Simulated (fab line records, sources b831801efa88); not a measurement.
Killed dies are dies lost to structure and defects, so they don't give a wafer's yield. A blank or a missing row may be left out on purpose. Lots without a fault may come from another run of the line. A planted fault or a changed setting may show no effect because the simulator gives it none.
Which tool did it? | flow gf180mcu | 6 lots, 18 wafers sampled, at 4 steps of a route of 602

WHAT THE GAUGES READ, wafer by wafer
GF_TOP_METAL_THK_MEAS_06: measures by xrf.
lot  | measured     | on            | TOP_METAL_ALCU_THK (nm)
L542 | day 27 17:58 | film_metro-04 | 909 915 890
L548 | day 29 09:12 | film_metro-02 | 912 922 905
L553 | day 30 23:29 | film_metro-02 | 872 884 885
L556 | day 31 17:38 | film_metro-02 | 922 921 914
L558 | day 32 08:37 | film_metro-04 | 910 906 911
L563 | day 33 10:08 | film_metro-04 | 912 903 913

WHICH TOOL RAN EACH LOT (tool, then ch and the chambers of the sampled wafers, then the start)
lot  | GF_V5_CMP_04                  | GF_TOP_METAL_SPUTTER_01      | GF_TOP_METAL_SPUTTER_04
L542 | cmp-02 ch 1,2,3, day 26 19:20 | pvd_sputter-02, day 27 17:43 | pvd_sputter-02, day 27 17:49
L548 | cmp-01 ch 1,2,3, day 28 11:41 | pvd_sputter-01, day 29 08:56 | pvd_sputter-01, day 29 09:02
L553 | cmp-01 ch 0,1,3, day 30 03:22 | pvd_sputter-01, day 30 23:14 | pvd_sputter-01, day 30 23:20
L556 | cmp-02 ch 1,2, day 30 22:01   | pvd_sputter-02, day 31 17:24 | pvd_sputter-02, day 31 17:29
L558 | cmp-01 ch 0,2,3, day 31 13:30 | pvd_sputter-04, day 32 08:21 | pvd_sputter-04, day 32 08:28
L563 | cmp-02 ch 1,2,3, day 32 15:47 | pvd_sputter-02, day 33 09:52 | pvd_sputter-02, day 33 09:58
- GF_V5_CMP_04: polishes SiO2.
- GF_TOP_METAL_SPUTTER_01: material TiN, target thk 30 nm, time 25 s.
- GF_TOP_METAL_SPUTTER_04: material TiN, target thk 25 nm, time 20.8 s.

THE ANSWER, worked out from the rows above alone
Rule: what is usual is taken from the lots themselves. Put in order of their means at a reading, lots are off if they are a third of the lots or fewer, leave a main group of 4 or more, and stand apart from it by a gap of 3 or more times the standard deviation of the main group's means; of several such gaps the widest counts. A main group whose means are all the same, to the digits that the tables above print for the reading, isn't used. A lot without any number at a reading at which 4 lots or more have one is off too. The other lots that the step has rows for count as sound.
Off: L553, at GF_TOP_METAL_THK_MEAS_06 (TOP_METAL_ALCU_THK). The main group: mean 911 nm, standard deviation 4.8.
A tool fits if, at a process step before that reading, it ran every lot that is off, and no sound lot after the first of them. The gauges at GF_TOP_METAL_THK_MEAS_06 are tried like those tools. One fits: pvd_sputter-01 at GF_TOP_METAL_SPUTTER_01 and GF_TOP_METAL_SPUTTER_04. At GF_TOP_METAL_SPUTTER_01 its last sound lot is L548 (day 29 08:56), its first lot that is off L553 (day 30 23:14): a fault that began between those two fits.

WHAT THE SIMULATOR HAD PUT IN
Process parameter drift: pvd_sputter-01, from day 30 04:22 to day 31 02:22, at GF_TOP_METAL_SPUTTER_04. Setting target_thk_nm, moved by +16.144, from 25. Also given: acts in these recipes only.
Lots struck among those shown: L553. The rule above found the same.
